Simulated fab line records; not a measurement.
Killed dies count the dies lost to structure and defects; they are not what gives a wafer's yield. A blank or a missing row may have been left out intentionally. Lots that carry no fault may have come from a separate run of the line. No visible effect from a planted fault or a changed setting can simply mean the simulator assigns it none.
Chamber matching + flow gf180mcu + GF_STI_CMP_25 on cmp-02: 4 sister chambers
The step polishes, stops on Si3N4, t overpolish 33 s, target thk 524.6 nm. 14 wafers are shown with their chamber, then 7 later ones without.

EACH WAFER AND ITS CHAMBER
| wafer  | chamber | motor_current_A (A) | time_to_endpoint_s (s) | overpolish_run_s (s) |
|--------|---------|---------------------|------------------------|----------------------|
| L291.1 | 3       | 12.8                | 121                    | 33.021               |
| L291.4 | 0       | 11.9                | 119                    | 32.987               |
| L291.6 | 1       | 11.5                | 127                    | 33.002               |
| L292.4 | 2       | 13.1                | 118                    | 32.995               |
| L292.5 | 2       | 13.5                | 119                    | 32.999               |
| L292.6 | 1       | 11.8                | 125                    | 33.004               |
| L294.3 | 1       | 11.9                | 129                    | 32.984               |
| L294.4 | 0       | 12.6                | 118                    | 33.004               |
| L294.6 | 1       | 11.7                | 126                    | 32.999               |
| L295.3 | 0       | 12.5                | 115                    | 33.017               |
| L295.5 | 0       | 12.1                | 114                    | 32.988               |
| L295.6 | 1       | 11.4                | 125                    | 33.008               |
| L300.2 | 2       | 13.5                | 122                    | 32.997               |
| L300.3 | 0       | 12.5                | 112                    | 32.999               |

SIGNATURES (averages over the wafers above)
| reading            | chamber 0 | chamber 1 | chamber 2 | chamber 3 | scatter within a chamber |
|--------------------|-----------|-----------|-----------|-----------|--------------------------|
| motor_current_A    | 12.320    | 11.660    | 13.367    | 12.800    | 0.254                    |
| time_to_endpoint_s | 115.60    | 126.40    | 119.67    | 121.00    | 2.3                      |
| overpolish_run_s   | 32.99900  | 32.99940  | 32.99700  | 33.02100  | 0.0098                   |
Rule: a wafer's distance from a chamber is the root of the sum, over the readings, of the square of ((its reading less the chamber's mean) divided by the reading's scatter). The wafer belongs to the nearest chamber; if the next one is less than 2 further off, it can't be placed. The scatter is the square root of a quotient: the sum, over the shown wafers, of each reading's squared deviation from its chamber's mean, divided by wafers minus chambers.

WAFERS WITHOUT THEIR CHAMBER
| wafer  | motor_current_A (A) | time_to_endpoint_s (s) | overpolish_run_s (s) |
|--------|---------------------|------------------------|----------------------|
| L300.4 | 13.1                | 122                    | 33.005               |
| L308.1 | 12.8                | 115                    | 33.006               |
| L308.3 | 12.0                | 118                    | 33.002               |
| L308.5 | 13.0                | 116                    | 32.999               |
| L309.3 | 12.6                | 120                    | 33.003               |
| L309.4 | 13.6                | 121                    | 32.994               |
| L309.6 | 13.3                | 128                    | 32.999               |

WHICH CHAMBER EACH ONE RAN IN
| wafer  | from the rows above          | in truth                   |
|--------|------------------------------|----------------------------|
| L300.4 | can't be placed: 2 or 3      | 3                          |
| L308.1 | can't be placed: 0 or 3 or 2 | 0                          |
| L308.3 | 0                            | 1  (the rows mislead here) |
| L308.5 | can't be placed: 2 or 0 or 3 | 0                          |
| L309.3 | can't be placed: 3 or 0 or 2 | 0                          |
| L309.4 | 2                            | 2                          |
| L309.6 | can't be placed: 2 or 3      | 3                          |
1 of 7 placed correctly. Cannot be placed on the basis of these rows: 5; the candidates contain the true chamber in 5. Placed wrongly: 1.
